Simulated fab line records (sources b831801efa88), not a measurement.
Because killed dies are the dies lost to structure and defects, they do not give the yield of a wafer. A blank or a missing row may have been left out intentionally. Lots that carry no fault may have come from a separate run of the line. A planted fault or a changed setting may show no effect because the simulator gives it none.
Which of the tools did it? -- flow gf180mcu -- 6 lots with 18 wafers sampled at 3 steps, on a route of 602 steps

WHAT THE GAUGES READ, wafer by wafer
GF_M3_CD_MEAS_14: the cd target is 280 nm.
lot,measured,on,cd_nm (nm)
L250,day 22 08:57,cd_sem-01,280.1 281.1 280.9
L253,day 23 20:56,cd_sem-01,293.3 293.0 293.9
L255,day 24 12:25,cd_sem-01,281.3 280.4 280.4
L261,day 26 06:58,cd_sem-01,281.0 281.4 280.5
L265,day 27 07:52,cd_sem-02,280.5 281.3 281.1
L268,day 28 08:24,cd_sem-02,279.7 279.9 279.3

EACH LOT AND THE TOOL THAT RAN IT (in order: tool; ch and the chambers of the sampled wafers; start)
lot,GF_V2_CVD_02,GF_M3_PEB_12
L250,"pecvd-04 ch 0,2, day 20 08:15","litho_track-02 ch 0, day 22 08:36"
L253,"pecvd-02 ch 1,2, day 21 20:59","litho_track-02 ch 0, day 23 20:37"
L255,"pecvd-03 ch 0,2, day 22 13:25","litho_track-01 ch 0, day 24 12:04"
L261,"pecvd-02 ch 1,2, day 24 09:22","litho_track-01 ch 0, day 26 06:37"
L265,"pecvd-02 ch 0,1,2, day 25 13:10","litho_track-04 ch 0, day 27 07:31"
L268,"pecvd-03 ch 0,1, day 26 14:29","litho_track-01 ch 0, day 28 08:05"
- GF_V2_CVD_02: deposits SiO2 from TEOS, target thk 850 nm, time 94.851 s.
- GF_M3_PEB_12: peb time 90 s.

THE ANSWER, worked out from the rows above alone
Rule: the usual values come from the lots themselves. Put in order of their means at a reading, lots are off if they are a third of the lots or fewer, leave a main group of 4 or more, and stand apart from it by a gap of 3 or more times the standard deviation of the main group's means; of several such gaps the widest counts. Not used: any main group whose means are identical at the precision the tables above print for the reading. A lot without any number at a reading at which 4 lots or more have one is off too. Any other lot the step has rows for is counted as sound.
Off at GF_M3_CD_MEAS_14 (cd_nm): L253. The main group: mean 280.6 nm, standard deviation 0.49.
If a tool, at a process step before that reading, ran all the lots that are off and no sound lot after the first of them, it fits. Gauges at GF_M3_CD_MEAS_14: tried the same way as those tools. One candidate fits, namely litho_track-02 at GF_M3_PEB_12. Its last sound lot is L250 (day 22 08:36), its first lot that is off L253 (day 23 20:37): a fault that began between those two fits.

WHAT HAD BEEN PUT IN BY THE SIMULATOR
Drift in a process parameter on litho_track-02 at GF_M3_PEB_12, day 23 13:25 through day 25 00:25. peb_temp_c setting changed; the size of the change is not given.
Lots struck among those shown: L253. This agrees with what the rule above found.
